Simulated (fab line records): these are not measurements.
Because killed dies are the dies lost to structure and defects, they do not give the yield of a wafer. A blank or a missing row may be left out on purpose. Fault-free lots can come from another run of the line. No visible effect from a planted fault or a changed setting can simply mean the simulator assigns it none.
Which tool is to blame? | flow gf180mcu | 15 lots, 45 wafers sampled, at 5 steps of a route of 602

== WHAT THE GAUGES READ, wafer by wafer ==
GF_LVPWELL_OVL_MEAS_07.
lot  | measured    | on         | LVPWELL_OVL (nm)
L772 | day 3 19:53 | overlay-01 | -2.3 -2.6 -1.5
L773 | day 4 00:27 | overlay-01 | -1.3 -2.1 -0.9
L774 | day 4 07:43 | overlay-02 | -0.4 -0.6 -2.1
L776 | day 4 17:28 | overlay-01 | -0.1 -1.8 1.3
L777 | day 4 23:04 | overlay-01 | -1.5 0.0 0.3
L779 | day 5 13:13 | overlay-01 | -1.4 -1.2 -1.7
L782 | day 6 08:40 | overlay-02 | -1.0 -1.4 -2.3
L783 | day 6 19:22 | overlay-02 | -1.3 -1.3 -2.6
L784 | day 7 03:13 | overlay-02 | 0.9 0.2 0.5
L785 | day 7 03:33 | overlay-02 | -1.0 -1.5 -0.3
L786 | day 7 10:31 | overlay-02 | -1.2 0.6 -0.2
L787 | day 7 14:01 | overlay-01 | -0.3 0.9 0.3
L790 | day 8 06:01 | overlay-02 | -1.8 -1.4 -1.9
L791 | day 8 07:16 | overlay-01 | -1.1 -1.1 -2.0
L792 | day 8 13:13 | overlay-01 | -1.5 -3.1 -2.1

GF_MVPSD_OVL_MEAS_07.
lot  | measured     | on         | MVPSD_OVL (nm)
L772 | day 4 23:08  | overlay-01 | -0.7 -2.1 -0.7
L773 | day 5 03:24  | overlay-02 | -3.0 -4.0 -3.1
L774 | day 5 10:40  | overlay-02 | 0.9 -2.0 -0.2
L776 | day 5 21:31  | overlay-02 | -0.9 -2.0 -0.8
L777 | day 6 04:49  | overlay-02 | 0.8 1.6 0.5
L779 | day 6 21:27  | overlay-02 | -4.0 -3.6 -3.6
L782 | day 7 16:53  | overlay-02 | -1.2 -1.1 -1.0
L783 | day 8 03:23  | overlay-01 | -1.5 -0.5 -0.3
L784 | day 8 11:11  | overlay-02 | -1.9 -0.6 -0.9
L785 | day 8 12:01  | overlay-02 | -1.5 -0.2 -1.3
L786 | day 8 18:30  | overlay-01 | 2.0 0.6 0.3
L787 | day 8 23:23  | overlay-01 | -2.0 -2.1 -1.8
L790 | day 9 15:41  | overlay-02 | 102.8 102.4 103.2 103.0 103.3 104.1
L791 | day 9 17:33  | overlay-01 | 102.0 102.3 100.9 102.3 102.4 102.0
L792 | day 10 00:08 | overlay-01 | 101.2 101.2 102.3 102.1 102.2 103.1

GF_VT_IMPLANT_RS_MEAS_48: the measuring method here is four-point-probe.
lot  | measured     | on            | LVPWELL_RS (ohm/sq)
L772 | day 7 13:41  | film-metro-04 | 1201.9 1200.4 1199.1
L773 | day 7 16:06  | film-metro-03 | 1201.1 1200.8 1198.9
L774 | day 8 00:59  | film-metro-01 | 1201.0 1196.4 1199.3
L776 | day 8 15:10  | film-metro-01 | 1201.6 1200.8 1196.1
L777 | day 8 22:16  | film-metro-01 | 1193.1 1197.2 1199.8
L779 | day 9 16:45  | film-metro-04 | 1198.2 1194.5 1200.4
L782 | day 10 12:23 | film-metro-01 | 1200.3 1198.8 1199.8
L783 | day 10 23:56 | film-metro-01 | 1196.1 1194.6 1191.8
L784 | day 11 11:32 | film-metro-03 | 1199.7 1193.6 1198.5
L785 | day 11 11:46 | film-metro-04 | 1202.2 1201.6 1200.9
L786 | day 11 17:40 | film-metro-01 | 1196.3 1197.8 1193.4
L787 | day 12 00:20 | film-metro-04 | 1201.1 1199.6 1201.9

GF_POLY_GATE_THK_MEAS_17.
lot  | measured     | on            | POLY_GATE_OXIDATION_THK (nm)
L772 | day 9 06:43  | film-metro-02 | 3.79 3.83 3.83
L773 | day 9 09:19  | film-metro-03 | 3.83 3.89 3.95
L774 | day 9 16:43  | film-metro-01 | 3.86 3.79 3.81
L776 | day 10 07:40 | film-metro-01 | 3.97 4.02 3.98
L777 | day 10 19:01 | film-metro-01 | 4.08 4.05 4.13
L779 | day 11 10:38 | film-metro-03 | 3.91 4.02 4.04
L782 | day 12 08:48 | film-metro-02 | 3.85 3.97 3.98
L783 | day 12 22:45 | film-metro-02 | 3.89 3.90 3.84
L784 | day 13 09:22 | film-metro-03 | 4.10 4.05 4.04
L785 | day 13 11:27 | film-metro-02 | 4.05 4.05 4.14
L786 | day 13 15:44 | film-metro-01 | 4.01 3.96 3.96
L787 | day 14 01:37 | film-metro-01 | 4.03 3.97 4.02

== WHICH TOOL RAN EACH LOT (tool, then ch and the chambers of the sampled wafers, then the start) ==
lot  | GF_MVPSD_EXPOSE_04
L772 | iline-stepper-01 ch 0, day 4 16:47
L773 | iline-stepper-02 ch 0, day 4 20:59
L774 | iline-stepper-02 ch 0, day 5 03:59
L776 | iline-stepper-02 ch 0, day 5 14:04
L777 | iline-stepper-01 ch 0, day 5 21:04
L779 | iline-stepper-01 ch 0, day 6 13:30
L782 | iline-stepper-01 ch 0, day 7 09:32
L783 | iline-stepper-01 ch 0, day 7 19:52
L784 | iline-stepper-01 ch 0, day 8 03:46
L785 | iline-stepper-01 ch 0, day 8 04:24
L786 | iline-stepper-01 ch 0, day 8 10:34
L787 | iline-stepper-02 ch 0, day 8 14:40
L790 | iline-stepper-01 ch 0, day 9 07:23
L791 | iline-stepper-01 ch 0, day 9 09:14
L792 | iline-stepper-01 ch 0, day 9 15:55
- GF_MVPSD_EXPOSE_04: exposes mask MVPSD, target cd 1000 nm.

== AS READ BY THE TOOLS THEMSELVES (means over the sampled wafers that have a number; for cases with no such wafer, the mark the record gives instead) ==
GF_MVPSD_EXPOSE_04.
lot  | tool             | reticle-temp-C (C)
L772 | iline-stepper-01 | 22.98
L773 | iline-stepper-02 | 22.94
L774 | iline-stepper-02 | 23.10
L776 | iline-stepper-02 | 23.15
L777 | iline-stepper-01 | 23.13
L779 | iline-stepper-01 | 22.94
L782 | iline-stepper-01 | 22.95
L783 | iline-stepper-01 | 22.99
L784 | iline-stepper-01 | 22.83
L785 | iline-stepper-01 | 23.04
L786 | iline-stepper-01 | 22.93
L787 | iline-stepper-02 | 23.08
L790 | iline-stepper-01 | 23.16
L791 | iline-stepper-01 | 23.01
L792 | iline-stepper-01 | 22.84

== THE ANSWER, worked out from the rows above alone ==
Rule: what is usual is taken from the lots themselves. Put in order of their means at a reading, lots are off if they are a third of the lots or fewer, leave a main group of 4 or more, and stand apart from it by a gap of 3 or more times the standard deviation of the main group's means; of several such gaps the widest counts. A main group is skipped when, at the precision printed for the reading in the tables above, its means are all equal. A lot without any number at a reading at which 4 lots or more have one is off too. Any other lot the step has rows for is counted as sound. Order of review: gauges by route order, followed by the tools' own readings, for which a lot's mean as printed above is used. At the first step where some lot is off, the reading lying furthest off is the one used; lots without a number count as furthest.
Off: L790, L791, L792, at GF_MVPSD_OVL_MEAS_07 (MVPSD_OVL). The main group: mean -1.2 nm, standard deviation 1.4.
If a tool, at a process step before that reading, ran all the lots that are off and no sound lot after the first of them, it fits. Those tools and the gauges at GF_MVPSD_OVL_MEAS_07 are tried in the same way. One fits: GF_MVPSD_EXPOSE_04 on iline-stepper-01. Its last sound lot is L786 (day 8 10:34), its first lot that is off L790 (day 9 07:23): a fault that began between those two fits.

== WHAT THE SIMULATOR HAD PUT IN ==
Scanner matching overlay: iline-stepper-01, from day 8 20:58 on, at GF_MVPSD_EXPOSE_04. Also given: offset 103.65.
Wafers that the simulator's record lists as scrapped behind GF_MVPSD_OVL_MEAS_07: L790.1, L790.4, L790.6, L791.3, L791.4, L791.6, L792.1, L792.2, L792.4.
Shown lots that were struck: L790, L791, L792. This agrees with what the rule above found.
